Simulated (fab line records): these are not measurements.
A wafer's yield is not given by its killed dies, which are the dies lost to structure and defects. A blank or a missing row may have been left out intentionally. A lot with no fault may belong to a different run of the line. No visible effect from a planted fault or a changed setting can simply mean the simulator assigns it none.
Struck lot and sound lot, side by side / flow sky130 / 28 out of 708 route steps
Sound: wafers L351.2, L351.4, L351.6. Struck: wafers L345.2, L345.4, L345.5. Last of all comes the cause.
Each step with rows lists, per side, the tool, then ch with its chambers, then its first start. Under that, the readings that differ: sound wafers / struck wafers / difference of the means / sigmas: that difference in standard deviations of wafers without a fault.
alike: readings with means less than 2 such deviations apart, plus words and numbers identical on both sides. not compared: withheld readings, readings lacking a value on some wafer, bounds such as >300 that could conceal the same value, and numbers that have no deviation in the record and whose values overlap.
Wherever a step has rows on one side only, a row that says differs or no value, or a row with sigmas, the two part there. Numbers that have no deviation but don't overlap get no sigmas and don't part them. Lack of a reading on every wafer of one side parts them only where that side has two or more wafers.

first, 10 steps without rows for these wafers: SKY_VIA1_ETCH_15 (etches SiO2 in C4F8/O2/Ar, stops on TiN, target depth 351 nm, time 54 s); SKY_VIA1_STRIP_16 (strips in O2/N2); SKY_VIA1_STRIP_17 (strips in post etch residue remover, time 1200 s); SKY_VIA1_CLEAN_18 (cleans in IPA, time 180 s); SKY_VIA1_CLEAN_19 (cleans in O3/DIW); SKY_VIA1_SPUTTER_20 (material TiN, target thk 20 nm, time 80 s); SKY_VIA1_CVD_21 (deposits W, target thk 270 nm, time 80.902 s); SKY_VIA1_CMP_24 (polishes, stops on SiO2, t overpolish 15 s, target thk 0 nm); SKY_METAL2_SPUTTER_00 (material Ti, target thk 15 nm, time 10 s); SKY_METAL2_SPUTTER_01 (material TiN, target thk 20 nm, time 16.7 s).
SKY_METAL2_SPUTTER_02: material AlCu, target thk 250 nm, time 13.3 s.
  sound on pvd sputter-04, day 40 10:52; struck on pvd sputter-03, day 38 23:54
reading=model.AlCu_of_METAL2_SPUTTER_02.thk nm (nm); sound=249.3 249.4 249.3; struck=213 214.9 213.8; difference=-35; sigmas=
  alike: chamber pressure pa, throttle valve pct
then, 2 steps without rows for these wafers: SKY_METAL2_SPUTTER_03 (material Ti, target thk 5 nm, time 3.3 s); SKY_METAL2_SPUTTER_04 (material TiN, target thk 70 nm, time 58.3 s).
SKY_METAL2_RS_MEAS_05: a four-point-probe measurement.
  sound on film metro-01, day 40 10:58; struck on film metro-02, day 39 00:01
reading=METAL2_ALCU_RS (ohm/sq); sound=0.1268 0.1266 0.1269; struck=0.1493 0.1477 0.1489; difference=+0.0219; sigmas=+20
SKY_METAL2_THK_MEAS_06: measures by xrf.
  sound on film metro-01, day 40 11:05; struck on film metro-02, day 39 00:07
reading=METAL2_ALCU_THK (nm); sound=251 253 251; struck=219 219 218; difference=-33; sigmas=-10
then, 10 steps without rows for these wafers: SKY_METAL2_DEHYDRATE_07 (time 60 s); SKY_METAL2_HMDS_08 (prime time 60 s); SKY_METAL2_COAT_09 (resist thk 60 nm); SKY_METAL2_COAT_10 (resist thk 450 nm); SKY_METAL2_SOFTBAKE_11 (time 90 s); SKY_METAL2_EXPOSE_12 (exposes mask MM2, target cd 140 nm); SKY_METAL2_PEB_13; SKY_METAL2_DEVELOP_14 (develop time 60 s); SKY_METAL2_DESCUM_17 (chemistry O2, time 8 s); SKY_METAL2_ETCH_18 (etches BARC in N2/H2, stops on SiO2, time 45.9 s, target depth 60 nm).
SKY_METAL2_METAL_ETCH_19: etches the open film in Cl2/BCl3, stops on SiO2, target depth 360 nm, time 78 s.
  sound on rie metal-02 ch 0,1, day 41 11:40; struck on rie metal-01 ch 1, day 40 00:56
reading=drypump motor current A (A); sound=5.63 5.81 5.65; struck=6.16 6.16 6.16; difference=+0.46; sigmas=+2
reading=oes product au (a.u.); sound=0.849 0.859 0.851; struck=0.827 0.836 0.844; difference=-0.017; sigmas=-3
  alike: throttle valve pct
  not compared: rf hours counter h
then, 1 step without rows for these wafers: SKY_METAL2_STRIP_20 (strips in O2/N2).
-- the record jumps here: 9 days lie between the struck wafers' starts before and after (it left off in module METAL2 and takes up again in module PAD_OPEN, whose first step shown is number 708 of the route) --
SKY_PAD_OPEN_PROBE_99:
  sound on prober-01, day 50 14:11; struck on prober-01, day 49 11:22
reading=model.etest.met2.line ohm um; sound=0.9033 0.8727 0.8963; struck=1.083 1.086 1.082; difference=+0.193; sigmas=
reading=model.etest.met2.rs ohm sq; sound=0.1296 0.1281 0.1288; struck=0.152 0.1505 0.1535; difference=+0.023; sigmas=
  alike: defect limited yield, killed_at_M0_to_M3, killed_at_M4_up, killed at contacts, killed at front end, killed at other, killed dies, killed open, killed short, sort_bin_3_pad_short, sort_bin_5_function, sort_bin_6_memory, sort n pass, sort yield pct

== WHERE THEY PART ==
At SKY_METAL2_RS_MEAS_05 first; at SKY_METAL2_METAL_ETCH_19 last (within this record only). Later steps at which nothing parts them and some readings are alike: SKY_PAD_OPEN_PROBE_99.

WHY: the cause the simulator had injected
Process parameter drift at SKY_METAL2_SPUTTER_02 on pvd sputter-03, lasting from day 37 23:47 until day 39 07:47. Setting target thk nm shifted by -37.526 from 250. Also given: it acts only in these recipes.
